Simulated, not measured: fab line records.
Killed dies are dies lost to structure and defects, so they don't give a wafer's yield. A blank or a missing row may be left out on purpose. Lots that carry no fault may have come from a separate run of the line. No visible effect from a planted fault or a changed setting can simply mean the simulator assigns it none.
fab line records	flow sky130
record: lots: 5	wafers: 15	last_day: 50
route steps=708 shown VIA3@593 METAL4@598 CAP2M@603 PAD_OPEN@708
lots that met no fault: from a run of the same line without faults
start_h: start of the lot's first displayed wafer, in hours after the record's first day	wait_h: time in hours since the lot's previous step	" repeats the value in the row above	L1.1+2: one row covering several wafers at once	- no value present, or no start provided	* or withheld: withheld	< > ~ a bound
route shown NAME@n: names a module that has steps shown in the file, with the first one's number in the route	usual: mean/standard deviation taken from wafers without a fault	same: alike in all rows	chamber/n: place in a boat	sites: readings site by site	_std_site: their standard deviation	_edge_site: the outer-site mean with the inner-site mean subtracted	radius_mm: for every site, how far away it sits from the centre of the wafer	mask NAME#n: copy n	behind: the last tool/chamber to shape the wafer	hold: the reason the lot was held/the length of the hold in hours/how it ended	device: which transistor (n, p or np) failed to switch	end of line: at the end of the route, the tests of the same wafers	a step given without rows: its recipe and nothing more	killed: the dies lost at the first sort to structure and to defects; this is not the yield of the wafer	map: shows each die of a wafer: x if killed, . if not, _ if none is there
set.NAME: setting as actually run; set.NAME@STEP: the setting as run at that earlier step	model.NAME: the simulator's own value behind a step, which no gauge read
lots seen at some steps along the route; tables by step, rows by wafer
services: the hour from which a tool's chamber was out of use, counted from the record's first day as start_h (under 0 if before that day), plus the number of hours and why
== steps ==
step: SKY_VIA3_SPUTTER_20
recipe: material: TiN	target_thk_nm: 20	chamber_pressure_pa: 5	power_w: 4000	time_s: 80
step: SKY_VIA3_CVD_21
recipe: material: W	target_thk_nm: 390	time_s: 117.31	temp_c: 400	pressure_torr: 40
usual: heater_power_w: 799/65
lot.wafer	tool	chamber	start_h	wait_h	heater_power_w
L392.3	cvd_w-02	1	941.31	0.1	760
L392.5	"	1	"	"	754
L392.6	"	0	"	"	754
L394.3	cvd_w-01	1	950.20	0.1	923
L394.4	"	0	"	"	755
L394.5	"	1	"	"	939
L407.3	cvd_w-02	1	1058.57	0.1	756
L407.5	"	1	"	"	768
L407.6	"	0	"	"	791
L412.1	cvd_w-01	0	1069.50	0.0	747
L412.4	"	0	"	"	759
L412.6	"	0	"	"	750
L415.2	cvd_w-01	0	1084.88	0.0	769
L415.3	"	1	"	"	932
L415.6	"	0	"	"	764
step: SKY_VIA3_RS_MEAS_22
recipe: thk_meas_gauge: four-point-probe	reads: W_of_VIA3_CVD_21+TiN_of_VIA3_SPUTTER_20
usual: VIA3_W_RS: 0.292/0.003
lot.wafer	tool	chamber	start_h	wait_h	VIA3_W_RS[ohm/sq]
L392.3	film_metro-02	-	941.43	0.1	0.286
L392.5	"	-	"	"	0.286
L392.6	"	-	"	"	0.290
L394.3	film_metro-02	-	950.32	0.1	0.295
L394.4	"	-	"	"	0.293
L394.5	"	-	"	"	0.296
L407.3	film_metro-01	-	1058.69	0.1	0.288
L407.5	"	-	"	"	0.290
L407.6	"	-	"	"	0.295
L412.1	film_metro-03	-	1069.62	0.1	0.290
L412.4	"	-	"	"	0.290
L412.6	"	-	"	"	0.289
L415.2	film_metro-01	-	1085.02	0.1	0.293
L415.3	"	-	"	"	0.297
L415.6	"	-	"	"	0.295
step: SKY_VIA3_THK_MEAS_23
recipe: thk_meas_gauge: xrf	reads: W_of_VIA3_CVD_21
usual: VIA3_W_THK: 396/4.7
lot.wafer	tool	chamber	start_h	wait_h	VIA3_W_THK[nm]
L392.3	film_metro-02	-	941.53	0.1	405
L392.5	"	-	"	"	408
L392.6	"	-	"	"	400
L394.3	film_metro-02	-	950.42	0.1	393
L394.4	"	-	"	"	396
L394.5	"	-	"	"	393
L407.3	film_metro-01	-	1058.79	0.1	402
L407.5	"	-	"	"	396
L407.6	"	-	"	"	389
L412.1	film_metro-03	-	1069.74	0.1	398
L412.4	"	-	"	"	397
L412.6	"	-	"	"	397
L415.2	film_metro-01	-	1085.13	0.1	392
L415.3	"	-	"	"	389
L415.6	"	-	"	"	392
step: SKY_VIA3_CMP_24
recipe: stop_on: SiO2	t_overpolish_s: 20	down_force_psi: 3.5	platen_rpm: 60	target_thk_nm: 0	pad_velocity_m_s: 0.94248
step: SKY_METAL4_SPUTTER_00
recipe: material: Ti	target_thk_nm: 15	power_w: 3000	time_s: 10	chamber_pressure_pa: 0.4
usual: throttle_valve_pct: 30.0/0.9
lot.wafer	tool	chamber	start_h	wait_h	throttle_valve_pct
L392.3	pvd_sputter-01	-	942.07	0.2	30.4
L392.5	"	-	"	"	29.5
L392.6	"	-	"	"	29.8
L394.3	pvd_sputter-03	-	950.76	0.2	31.0
L394.4	"	-	"	"	28.7
L394.5	"	-	"	"	28.9
L407.3	pvd_sputter-04	-	1059.13	0.1	30.5
L407.5	"	-	"	"	30.8
L407.6	"	-	"	"	30.1
L412.1	pvd_sputter-04	-	1070.10	0.1	30.5
L412.4	"	-	"	"	31.1
L412.6	"	-	"	"	31.2
L415.2	pvd_sputter-03	-	1086.67	0.1	28.5
L415.3	"	-	"	"	29.6
L415.6	"	-	"	"	31.0
step: SKY_METAL4_SPUTTER_01
recipe: material: TiN	target_thk_nm: 20	power_w: 6500	time_s: 16.7	chamber_pressure_pa: 0.4
step: SKY_METAL4_SPUTTER_02
recipe: material: AlCu	target_thk_nm: 735	power_w: 10600	time_s: 39.1	chamber_pressure_pa: 0.4
step: SKY_METAL4_SPUTTER_03
recipe: material: Ti	target_thk_nm: 5	power_w: 3000	time_s: 3.3	chamber_pressure_pa: 0.4
step: SKY_METAL4_SPUTTER_04
recipe: material: TiN	target_thk_nm: 70	power_w: 6500	time_s: 58.3	chamber_pressure_pa: 0.4
step: SKY_CAP2M_CVD_00
recipe: material: SiO2	target_thk_nm: 15.5	temp_c: 400	time_s: withheld	rf_w: 450
usual: heater_power_w: 676/110
lot.wafer	tool	chamber	start_h	wait_h	heater_power_w
L392.3	pecvd-04	0	942.22	0.0	834
L392.5	"	0	"	"	828
L392.6	"	2	"	"	494
L394.3	pecvd-03	0	950.92	0.0	821
L394.4	"	0	"	"	818
L394.5	"	1	"	"	488
L407.3	pecvd-02	1	1059.28	0.0	652
L407.5	"	2	"	"	768
L407.6	"	1	"	"	647
L412.1	pecvd-03	0	1070.25	0.0	730
L412.4	"	0	"	"	727
L412.6	"	1	"	"	504
L415.2	pecvd-02	1	1086.82	0.0	669
L415.3	"	2	"	"	797
L415.6	"	0	"	"	777
step: SKY_CAP2M_THK_MEAS_01
recipe: reads: SiO2_of_CAP2M_CVD_00
usual: CAP2M_CVD_00_THK: 15.60/0.19
lot.wafer	tool	chamber	start_h	wait_h	CAP2M_CVD_00_THK[nm]
L392.3	film_metro-04	-	942.26	-	15.45
L392.5	"	-	"	"	15.42
L392.6	"	-	"	"	15.64
L394.3	film_metro-02	-	950.96	-	15.83
L394.4	"	-	"	"	15.83
L394.5	"	-	"	"	15.84
L407.3	film_metro-03	-	1059.33	-	15.44
L407.5	"	-	"	"	15.58
L407.6	"	-	"	"	15.65
L412.1	film_metro-03	-	1070.28	-	15.70
L412.4	"	-	"	"	16.08
L412.6	"	-	"	"	15.87
L415.2	film_metro-02	-	1086.85	-	15.62
L415.3	"	-	"	"	15.35
L415.6	"	-	"	"	15.73
step: SKY_CAP2M_SPUTTER_02
recipe: material: TiN	target_thk_nm: 200	temp_c: 300	power_w: 6500	time_s: 166.7	chamber_pressure_pa: 0.4
usual: throttle_valve_pct: 29.8/0.87
lot.wafer	tool	chamber	start_h	wait_h	throttle_valve_pct	model.TiN_of_CAP2M_SPUTTER_02.thk_nm
L392.3	pvd_sputter-03	-	942.30	0.0	31.1	197.2
L392.5	"	-	"	"	31.1	196.1
L392.6	"	-	"	"	29.6	198.5
L394.3	pvd_sputter-01	-	951.00	0.0	30.2	201.3
L394.4	"	-	"	"	29.7	199.6
L394.5	"	-	"	"	29.0	201.5
L407.3	pvd_sputter-03	-	1059.37	0.0	29.2	395.2
L407.5	"	-	"	"	29.7	202.6
L407.6	"	-	"	"	31.0	202.9
L412.1	pvd_sputter-01	-	1070.34	0.1	28.9	198.4
L412.4	"	-	"	"	29.0	199.6
L412.6	"	-	"	"	29.9	199
L415.2	pvd_sputter-02	-	1086.90	0.0	30.9	203.1
L415.3	"	-	"	"	30.7	204.2
L415.6	"	-	"	"	30.8	204.6
step: SKY_CAP2M_RS_MEAS_03
recipe: thk_meas_gauge: four-point-probe	reads: TiN_of_CAP2M_SPUTTER_02
usual: CAP2M_TIN_RS: 6.88/0.077
lot.wafer	tool	chamber	start_h	wait_h	CAP2M_TIN_RS[ohm/sq]
L392.3	film_metro-02	-	942.45	0.1	7.00
L392.5	"	-	"	"	7.04
L392.6	"	-	"	"	6.96
L394.3	film_metro-04	-	951.15	0.1	6.85
L394.4	"	-	"	"	6.93
L394.5	"	-	"	"	6.85
L407.3	film_metro-03	-	1059.51	0.1	3.46
L407.5	"	-	"	"	6.82
L407.6	"	-	"	"	6.83
L412.1	film_metro-02	-	1070.44	0.1	6.97
L412.4	"	-	"	"	6.93
L412.6	"	-	"	"	6.94
L415.2	film_metro-04	-	1087.03	0.1	6.81
L415.3	"	-	"	"	6.75
L415.6	"	-	"	"	6.74
step: SKY_CAP2M_THK_MEAS_04
recipe: thk_meas_gauge: xrf	reads: TiN_of_CAP2M_SPUTTER_02
usual: CAP2M_TIN_THK: 200.0/2.5
lot.wafer	tool	chamber	start_h	wait_h	CAP2M_TIN_THK[nm]
L392.3	film_metro-02	-	942.55	0.1	195.1
L392.5	"	-	"	"	194.3
L392.6	"	-	"	"	196.7
L394.3	film_metro-04	-	951.25	0.1	201.2
L394.4	"	-	"	"	199.6
L394.5	"	-	"	"	201.8
L407.3	film_metro-03	-	1059.61	0.1	395.8
L407.5	"	-	"	"	202.9
L407.6	"	-	"	"	201.6
L412.1	film_metro-02	-	1070.56	0.1	198.5
L412.4	"	-	"	"	199.9
L412.6	"	-	"	"	199.3
L415.2	film_metro-04	-	1087.14	0.1	202.5
L415.3	"	-	"	"	203.5
L415.6	"	-	"	"	204.0
step: SKY_CAP2M_DEHYDRATE_05
recipe: temp_c: 200	time_s: 60
step: SKY_CAP2M_HMDS_06
recipe: prime_time_s: 60	prime_temp_c: 120
step: SKY_CAP2M_COAT_07
recipe: resist: NOVOLAK	spin_rpm: 2931	resist_thk_nm: 1140
step: SKY_CAP2M_SOFTBAKE_08
recipe: temp_c: 90	time_s: 60	resist: NOVOLAK
step: SKY_CAP2M_EXPOSE_09
recipe: mask_id: CAP2M	na: 0.6	source_shape: conventional	sigma_outer: 0.6	polarization: unpolarized	target_cd_nm: 1000	dose_mj: 159
step: SKY_CAP2M_PEB_10
recipe: temp_c: withheld	time_s: *	resist: NOVOLAK
step: SKY_CAP2M_DEVELOP_11
recipe: resist: NOVOLAK	developer: TMAH	develop_time_s: 60	dev_temp_c: 23
step: SKY_CAP2M_OVL_MEAS_12
usual: CAP2M_OVL: -2.0/1.6
lot.wafer	tool	chamber	start_h	wait_h	CAP2M_OVL[nm]
L392.3	overlay-01	-	966.43	0.1	-1.8
L392.5	"	-	"	"	0.1
L392.6	"	-	"	"	-2.2
L394.3	overlay-02	-	975.02	0.1	-2.4
L394.4	"	-	"	"	-3.7
L394.5	"	-	"	"	-2.3
L407.3	overlay-01	-	1080.43	0.1	-4.1
L407.5	"	-	"	"	-2.6
L407.6	"	-	"	"	-1.2
L412.1	overlay-02	-	1091.18	0.1	-0.9
L412.4	"	-	"	"	-3.1
L412.6	"	-	"	"	-2.0
L415.2	overlay-02	-	1106.62	0.1	-3.7
L415.3	"	-	"	"	-2.4
L415.6	"	-	"	"	-4.1
step: SKY_CAP2M_METAL_ETCH_13
recipe: target_depth_nm: 220	stop_on: SiO2	chemistry: Cl2/BCl3	target: TiN	pressure_mtorr: 10	icp_w: 900	bias_w: 48.5	Cl2_flow_sccm: 60	bcl3_flow_sccm: 30	time_s: 62.9
usual: drypump_motor_current_A: 5.86/0.24	oes_product_au: 0.944/0.008	throttle_valve_pct: 21.900/0.0089
lot.wafer	tool	chamber	start_h	wait_h	drypump_motor_current_A	oes_product_au	rf_hours_counter_h	throttle_valve_pct
L392.3	rie_metal-04	1	966.48	0.0	5.81	0.932	-	21.891
L392.5	"	0	"	"	6.14	0.925	-	21.910
L392.6	"	1	"	"	5.79	0.942	-	21.906
L394.3	rie_metal-04	0	975.07	0.0	6.13	0.946	-	21.895
L394.4	"	1	"	"	5.81	0.935	-	21.894
L394.5	"	1	"	"	5.80	0.945	-	21.893
L407.3	rie_metal-02	1	1080.48	0.0	5.79	0.999	-	21.860
L407.5	"	0	"	"	5.90	0.950	-	21.896
L407.6	"	1	"	"	5.79	0.942	-	21.902
L412.1	rie_metal-04	1	1091.22	0.0	5.81	0.931	8	21.894
L412.4	"	1	"	"	5.78	0.943	-	21.896
L412.6	"	0	"	"	6.10	0.940	-	21.914
L415.2	rie_metal-04	1	1106.65	0.0	5.76	0.946	8	21.906
L415.3	"	0	"	"	6.07	0.958	-	21.890
L415.6	"	1	"	"	5.83	0.957	-	21.887
step: SKY_CAP2M_STRIP_14
recipe: chemistry: O2/N2	power_w: 1400	pressure_mtorr: 1500	platen_temp_c: withheld	o2_flow_sccm: 3000	n2_flow_sccm: 300	overash_fraction: 0.5
step: SKY_CAP2M_STRIP_15
recipe: chemistry: post_etch_residue_remover	time_s: 1200	temp_c: 72.5
step: SKY_CAP2M_CLEAN_16
recipe: chemistry: IPA	time_s: 180	temp_c: 25
step: SKY_CAP2M_CLEAN_17
recipe: chemistry: O3/DIW	dry: n2_spin
step: SKY_METAL4_DEHYDRATE_05
recipe: temp_c: 200	time_s: 60
step: SKY_METAL4_HMDS_06
recipe: prime_time_s: 60	prime_temp_c: 120
step: SKY_METAL4_COAT_07
recipe: resist: BARC	temp_c: withheld	time_s: withheld	spin_rpm: 3000	resist_thk_nm: 60
step: SKY_METAL4_COAT_08
recipe: resist: KrF-thick	spin_rpm: 3000	resist_thk_nm: 1140
step: SKY_METAL4_SOFTBAKE_09
recipe: temp_c: 100	time_s: 90	resist: KrF-thick
step: SKY_METAL4_EXPOSE_10
recipe: mask_id: MM4	na: 0.68	source_shape: annular	sigma_inner: 0.4	sigma_outer: 0.8	target_cd_nm: 300	dose_mj: 28
step: SKY_METAL4_PEB_11
recipe: peb_temp_c: withheld	peb_time_s: withheld	resist: KrF-thick
step: SKY_METAL4_DEVELOP_12
recipe: develop_time_s: 60	resist: KrF-thick	dev_temp_c: 21
step: SKY_METAL4_CD_MEAS_13
recipe: target_cd_nm: 300
usual: cd_nm: 299.5/1.4
lot.wafer	tool	chamber	start_h	wait_h	cd_nm
L392.3	cd_sem-02	-	990.40	-	296.5
L392.5	"	-	"	"	296.6
L392.6	"	-	"	"	296.5
L394.3	cd_sem-02	-	998.92	-	299.4
L394.4	"	-	"	"	299.7
L394.5	"	-	"	"	300.0
L407.3	cd_sem-01	-	1102.65	-	300.2
L407.5	"	-	"	"	299.5
L407.6	"	-	"	"	299.0
L412.1	cd_sem-01	-	1112.28	-	299.2
L412.4	"	-	"	"	298.6
L412.6	"	-	"	"	298.1
L415.2	cd_sem-01	-	1127.10	-	299.6
L415.3	"	-	"	"	300.0
L415.6	"	-	"	"	301.2
step: SKY_METAL4_OVL_MEAS_14
usual: METAL4_OVL: -1/6.1
lot.wafer	tool	chamber	start_h	wait_h	METAL4_OVL[nm]
L392.3	overlay-01	-	990.49	0.1	4
L392.5	"	-	"	"	7
L392.6	"	-	"	"	5
L394.3	overlay-02	-	999.01	0.1	3
L394.4	"	-	"	"	1
L394.5	"	-	"	"	-3
L407.3	overlay-02	-	1102.74	0.1	0
L407.5	"	-	"	"	2
L407.6	"	-	"	"	-9
L412.1	overlay-02	-	1112.40	0.1	-10
L412.4	"	-	"	"	3
L412.6	"	-	"	"	3
L415.2	overlay-02	-	1127.21	0.1	-11
L415.3	"	-	"	"	-13
L415.6	"	-	"	"	-8
step: SKY_METAL4_DESCUM_15
recipe: chemistry: O2	source_power_w: 150	bias_power_w: 0	pressure_mtorr: 10	temp_c: 40	time_s: 8
usual: drypump_motor_current_A: 5.6/0.36	oes_product_au: 1.002/0.0083
lot.wafer	tool	chamber	start_h	wait_h	drypump_motor_current_A	oes_product_au	rf_hours_counter_h
L392.3	rie_metal-03	0	990.53	0.0	5.0	0.995	-
L392.5	"	0	"	"	5.0	0.999	-
L392.6	"	1	"	"	5.6	0.986	-
L394.3	rie_metal-03	0	999.05	0.0	5.0	1.007	-
L394.4	"	1	"	"	5.5	0.991	-
L394.5	"	1	"	"	5.5	0.992	-
L407.3	rie_metal-01	1	1102.78	0.0	5.4	1.006	-
L407.5	"	1	"	"	5.4	1.012	-
L407.6	"	0	"	"	6.1	1.008	-
L412.1	rie_metal-01	1	1112.44	0.0	5.4	1.011	23
L412.4	"	0	"	"	6.1	1.015	-
L412.6	"	0	"	"	6.1	1.021	-
L415.2	rie_metal-01	0	1127.24	0.0	6.0	1.009	4
L415.3	"	1	"	"	5.4	1.008	-
L415.6	"	0	"	"	6.0	1.014	-
step: SKY_METAL4_ETCH_16
recipe: chemistry: N2/H2	target: BARC	ion_energy_ev: 200	bias_w: 100	pressure_mtorr: 30	n2_flow_sccm: 100	h2_flow_sccm: 200	icp_w: 500	stop_on: SiO2	time_s: 88.2	target_depth_a: 600
step: SKY_METAL4_ETCH_17
recipe: target: SiO2	stop_on: TiN	chemistry: C4F8/O2/Ar	source_w: 1500	bias_w: 1200	pressure_mtorr: 40	c4f8_flow_sccm: withheld	O2_flow_sccm: 6	Ar_flow_sccm: 300	time_s: 3.9	target_depth_a: 150
step: SKY_METAL4_METAL_ETCH_18
recipe: target_depth_a: 8450	stop_on: SiO2	over_etch_frac: 0.3	time_s: 183.1	chemistry: Cl2/BCl3	resist_sidewall_deg: 88	pressure_mtorr: 10	icp_w: 900	bias_w: 48.5	Cl2_flow_sccm: 60	bcl3_flow_sccm: 30
usual: drypump_motor_current_A: 5.68/0.29	oes_product_au: 0.866/0.0064	throttle_valve_pct: 22.264/0.0092
lot.wafer	tool	chamber	start_h	wait_h	drypump_motor_current_A	oes_product_au	rf_hours_counter_h	throttle_valve_pct
L392.3	rie_metal-02	1	990.72	0.1	5.83	0.876	-	22.273
L392.5	"	0	"	"	5.89	0.863	-	22.261
L392.6	"	1	"	"	5.81	0.864	-	22.246
L394.3	rie_metal-01	1	999.25	0.1	5.43	0.870	-	22.273
L394.4	"	0	"	"	6.02	0.867	-	22.248
L394.5	"	0	"	"	6.01	0.870	-	22.265
L407.3	rie_metal-03	0	1102.97	0.1	5.01	0.873	-	22.251
L407.5	"	0	"	"	5.02	0.864	-	22.284
L407.6	"	1	"	"	5.54	0.863	-	22.252
L412.1	rie_metal-02	1	1112.59	0.0	5.82	0.866	25	22.267
L412.4	"	1	"	"	5.82	0.868	-	22.266
L412.6	"	1	"	"	5.80	0.866	-	22.250
L415.2	rie_metal-02	1	1127.45	0.1	5.81	0.866	-	22.272
L415.3	"	1	"	"	5.83	0.870	-	22.269
L415.6	"	1	"	"	5.82	0.873	-	22.262
step: SKY_METAL4_STRIP_20
recipe: chemistry: post_etch_residue_remover	time_s: 1200	temp_c: 72.5
lot.wafer	tool	chamber	start_h	wait_h	model.TiN_of_CAP2M_SPUTTER_02.thk_nm
L392.3	wet_bench-01	2	990.94	0.0	196.4
L392.5	"	2	"	"	195.3
L392.6	"	2	"	"	197.7
L394.3	wet_bench-03	1	999.47	0.0	200.5
L394.4	"	1	"	"	198.8
L394.5	"	1	"	"	200.7
L407.3	wet_bench-03	1	1103.19	0.0	394.4
L407.5	"	1	"	"	201.7
L407.6	"	1	"	"	202
L412.1	wet_bench-03	2	1113.04	0.1	197.6
L412.4	"	2	"	"	198.7
L412.6	"	2	"	"	198.1
L415.2	wet_bench-03	2	1127.84	0.1	202.3
L415.3	"	2	"	"	203.4
L415.6	"	2	"	"	203.8
step: SKY_PAD_OPEN_PROBE_99
usual: defect_limited_yield: 82.1/1.8	killed_at_M0_to_M3: 44/6.2	killed_at_M4_up: 3.3/1.8	killed_at_contacts: 25/5.8	killed_at_front_end: 15/4	killed_at_other: 0.3/0.49	killed_dies: 88/8.8	killed_open: 48/6.5	killed_short: 39/6.3
same: gross_dies: 492	killed_at_back_side: 0
lot.wafer	tool	chamber	start_h	wait_h	defect_limited_yield[%]	killed_at_M0_to_M3	killed_at_M4_up	killed_at_contacts	killed_at_front_end	killed_at_other	killed_dies	killed_open	killed_short	model.etest.tester.sort_n_pass	model.etest.tester.sort_yield_pct	model.etest.tester.sort_bin_3_pct	model.etest.met4.line_ohm_um	model.etest.via4_chain.rc_ohm	model.etest.met4.rs_ohm_sq	model.etest.tester.sort_bin_4_pct	model.etest.cap_mim2.plate_ohm_sq
L392.3	prober-01	-	1085.71	0.2	83.7	36	3	26	15	0	80	44	36	412	83.74	0.2033	0.142	0.8265	0.0426	0	6.137
L392.5	prober-01	-	1085.81	0.2	82.9	40	1	30	13	0	84	54	29	408	82.93	1.016	0.1441	0.7924	0.04277	0	6.07
L392.6	prober-01	-	1085.86	0.2	82.7	43	0	16	26	0	85	48	37	407	82.72	0.4065	0.1411	0.7718	0.0421	0	6.039
L394.3	prober-02	-	1092.81	0.2	79.1	52	4	28	18	1	103	62	41	389	79.06	1.423	0.1409	0.8093	0.04251	0	5.981
L394.4	prober-02	-	1092.86	0.2	83.5	35	1	28	17	0	81	50	31	411	83.54	0.4065	0.1425	0.8012	0.04232	0	5.964
L394.5	prober-02	-	1092.91	0.2	79.7	48	7	27	17	1	100	60	40	392	79.67	0.6098	0.1434	0.8422	0.04227	0	5.98
L407.3	prober-01	-	1184.52	0.2	80.3	46	0	36	15	0	97	59	37	0	0	76.04	22.95	17.88	6.88	4.85	3.026
L407.5	prober-01	-	1184.62	0.2	79.1	49	2	32	20	0	103	50	53	389	79.06	1.22	0.1407	0.8044	0.04248	0	5.999
L407.6	prober-01	-	1184.67	0.2	83.1	41	4	23	15	0	83	42	40	409	83.13	0.813	0.1401	0.7844	0.04301	0	5.935
L412.1	prober-02	-	1193.76	0.1	82.1	47	1	25	15	0	88	48	40	404	82.11	0.813	0.1426	0.8026	0.04263	0	6.046
L412.4	prober-02	-	1193.91	0.2	78.3	57	1	33	16	0	107	53	54	385	78.25	0.813	0.1436	0.8183	0.04301	0	6.072
L412.6	prober-02	-	1194.01	0.2	82.7	46	2	16	20	1	85	48	37	407	82.72	0.6098	0.1466	0.8049	0.04289	0	5.982
L415.2	prober-02	-	1204.32	0.1	79.3	51	7	27	17	0	102	58	42	390	79.27	1.22	0.1437	0.8338	0.04293	0	5.934
L415.3	prober-02	-	1204.37	0.2	79.3	46	2	38	16	0	102	54	47	390	79.27	1.829	0.1385	0.8106	0.04189	0	5.807
L415.6	prober-02	-	1204.52	0.2	82.9	39	2	31	12	0	84	48	34	408	82.93	1.423	0.1346	0.7835	0.04178	0	5.88
killed by level:class
L392.3 CONTACT:geometric_particle:open=12 VIA3:geometric_particle:open=7 METAL2:geometric_particle:short=6 CONTACT:geometric_particle:short=5 VIA1:geometric_particle:open=5 FIELD_ISO:geometric_particle:short=4 LI_CONTACT:geometric_particle:open=4 POLY_GATE:geometric_particle:open=3
L392.5 CONTACT:geometric_particle:open=10 VIA2:geometric_particle:open=9 VIA3:geometric_particle:open=9 LI_CONTACT:geometric_particle:open=8 VIA1:geometric_particle:open=5 LOCAL_INTERCONNECT:geometric_particle:short=5 VIA1:geometric_particle:short=4 VIA3:geometric_particle:short=4
L392.6 VIA1:geometric_particle:open=10 POLY_GATE:geometric_particle:open=8 VIA2:geometric_particle:open=8 VIA1:geometric_particle:short=7 VIA3:geometric_particle:open=7 POLY_GATE:geometric_particle:short=6 LOCAL_INTERCONNECT:geometric_particle:short=5 FIELD_ISO:geometric_particle:open=4
L394.3 VIA1:geometric_particle:open=13 LI_CONTACT:geometric_particle:open=10 CONTACT:geometric_particle:open=10 METAL1:geometric_particle:short=9 VIA3:geometric_particle:open=8 POLY_GATE:geometric_particle:open=6 VIA2:geometric_particle:open=6 POLY_GATE:geometric_particle:short=4
L394.4 CONTACT:geometric_particle:open=17 LI_CONTACT:geometric_particle:open=7 METAL2:geometric_particle:short=6 VIA2:geometric_particle:open=6 FIELD_ISO:geometric_particle:short=5 FIELD_ISO:geometric_particle:open=5 VIA3:geometric_particle:open=5 POLY_GATE:geometric_particle:short=4
L394.5 CONTACT:geometric_particle:open=17 VIA1:geometric_particle:open=10 VIA2:geometric_particle:open=9 VIA3:geometric_particle:open=7 METAL1:geometric_particle:short=6 FIELD_ISO:geometric_particle:short=4 POLY_GATE:geometric_particle:short=4 METAL4:geometric_particle:short=4
L407.3 CONTACT:geometric_particle:open=14 VIA2:geometric_particle:open=9 VIA1:geometric_particle:open=9 CONTACT:geometric_particle:short=7 VIA3:geometric_particle:open=7 LI_CONTACT:geometric_particle:open=5 LI_CONTACT:geometric_particle:short=5 VIA2:geometric_particle:short=5
L407.5 METAL2:geometric_particle:short=10 CONTACT:geometric_particle:open=9 LI_CONTACT:geometric_particle:open=8 VIA1:geometric_particle:open=8 VIA1:geometric_particle:short=7 FIELD_ISO:geometric_particle:short=5 CONTACT:geometric_particle:short=5 FIELD_ISO:geometric_particle:open=4
L407.6 CONTACT:geometric_particle:open=9 CONTACT:geometric_particle:short=7 VIA1:geometric_particle:open=7 VIA2:geometric_particle:open=6 METAL1:geometric_particle:short=6 VIA2:geometric_particle:short=6 VIA3:geometric_particle:open=5 FIELD_ISO:geometric_particle:open=3
L412.1 CONTACT:geometric_particle:open=9 METAL1:geometric_particle:short=9 VIA1:geometric_particle:open=7 LI_CONTACT:geometric_particle:open=7 VIA3:geometric_particle:open=7 FIELD_ISO:geometric_particle:open=6 FIELD_ISO:geometric_particle:short=5 METAL2:geometric_particle:short=5
L412.4 LOCAL_INTERCONNECT:geometric_particle:short=13 VIA2:geometric_particle:open=12 VIA1:geometric_particle:open=10 CONTACT:geometric_particle:open=9 VIA3:geometric_particle:open=8 LI_CONTACT:geometric_particle:open=7 VIA1:geometric_particle:short=6 POLY_GATE:geometric_particle:short=5
L412.6 METAL2:geometric_particle:short=10 CONTACT:geometric_particle:open=8 VIA1:geometric_particle:open=8 VIA2:geometric_particle:open=6 FIELD_ISO:geometric_particle:open=5 METAL1:geometric_particle:short=5 VIA1:geometric_particle:short=5 POLY_GATE:geometric_particle:open=4
L415.2 VIA1:geometric_particle:open=12 VIA2:geometric_particle:open=12 CONTACT:geometric_particle:open=11 METAL1:geometric_particle:short=7 METAL4:geometric_particle:short=6 POLY_GATE:geometric_particle:open=6 VIA3:geometric_particle:open=6 LI_CONTACT:geometric_particle:open=5
L415.3 CONTACT:geometric_particle:open=17 VIA1:geometric_particle:open=10 VIA1:geometric_particle:short=8 METAL2:geometric_particle:short=7 POLY_GATE:geometric_particle:open=6 CONTACT:geometric_particle:short=6 LI_CONTACT:geometric_particle:short=6 LI_CONTACT:geometric_particle:open=6
L415.6 VIA1:geometric_particle:open=11 CONTACT:geometric_particle:open=10 LI_CONTACT:geometric_particle:open=9 VIA1:geometric_particle:short=9 VIA2:geometric_particle:open=6 CONTACT:geometric_particle:short=6 POLY_GATE:geometric_particle:short=4 VIA3:geometric_particle:open=4
== services ==
tool	chamber	start_h	hours	kind
pvd_sputter-03	-	923.17	8.9	repair
rie_metal-04	-	939.14	1.5	repair
pvd_sputter-02	-	940.01	12.7	repair
pvd_sputter-04	-	942.93	7.2	repair
pecvd-02	2	951.64	25.8	repair
rie_metal-02	0	959.34	4.4	repair
pecvd-04	-	960.23	1.7	repair
cvd_w-02	-	960.80	11.5	repair
pecvd-02	-	965.75	5.5	pm
pvd_sputter-04	-	999.38	3.8	repair
pecvd-03	-	1013.75	1.8	repair
pvd_sputter-03	-	1016.93	3.4	repair
cvd_w-02	-	1018.47	6.9	pm
rie_metal-04	1	1027.26	9.3	repair
pecvd-02	-	1028.35	1.1	repair
rie_metal-03	0	1039.05	4.6	repair
rie_metal-04	-	1052.02	4.3	pm
cvd_w-02	0	1069.25	2.2	repair
cvd_w-01	0	1070.84	4.1	repair
rie_metal-01	-	1089.98	2.8	pm
pecvd-03	0	1101.21	4.0	repair
rie_metal-04	-	1102.39	2.1	repair
cvd_w-01	0	1102.46	11.3	repair
cvd_w-01	-	1109.45	2.8	pm
== key ==
first_sign: step: SKY_CAP2M_RS_MEAS_03	reading: CAP2M_TIN_RS	direction: down	sigmas: 44	usual: 6.88	struck: 3.46
effect: step: SKY_CAP2M_THK_MEAS_04	reading: CAP2M_TIN_THK	direction: up	sigmas: 78	usual: 200.0	struck: 395.8
effect: step: SKY_CAP2M_METAL_ETCH_13	reading: oes_product_au	direction: up	sigmas: 6.9	usual: 0.944	struck: 0.999
model_effect: step: SKY_CAP2M_SPUTTER_02	value: TiN_of_CAP2M_SPUTTER_02.thk_nm	without: 203.7	struck: 395.2
model_effect: step: SKY_METAL4_STRIP_20	value: TiN_of_CAP2M_SPUTTER_02.thk_nm	without: 202.8	struck: 394.4
model_effect: step: SKY_PAD_OPEN_PROBE_99	value: etest.tester.sort_n_pass	without: 395	struck: 0
met_at SKY_CAP2M_SPUTTER_02
struck_wafers L407.3
fault: kind: process_parameter_drift	tool: pvd_sputter-03	chamber: -	onset_h: 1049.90	steps: SKY_CAP2M_SPUTTER_02	channel: target_thk_nm	offset: 191.57	shape: step	end_h: 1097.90	acts_in: these_recipes_only	stated: 200	scope: struck_wafers_only
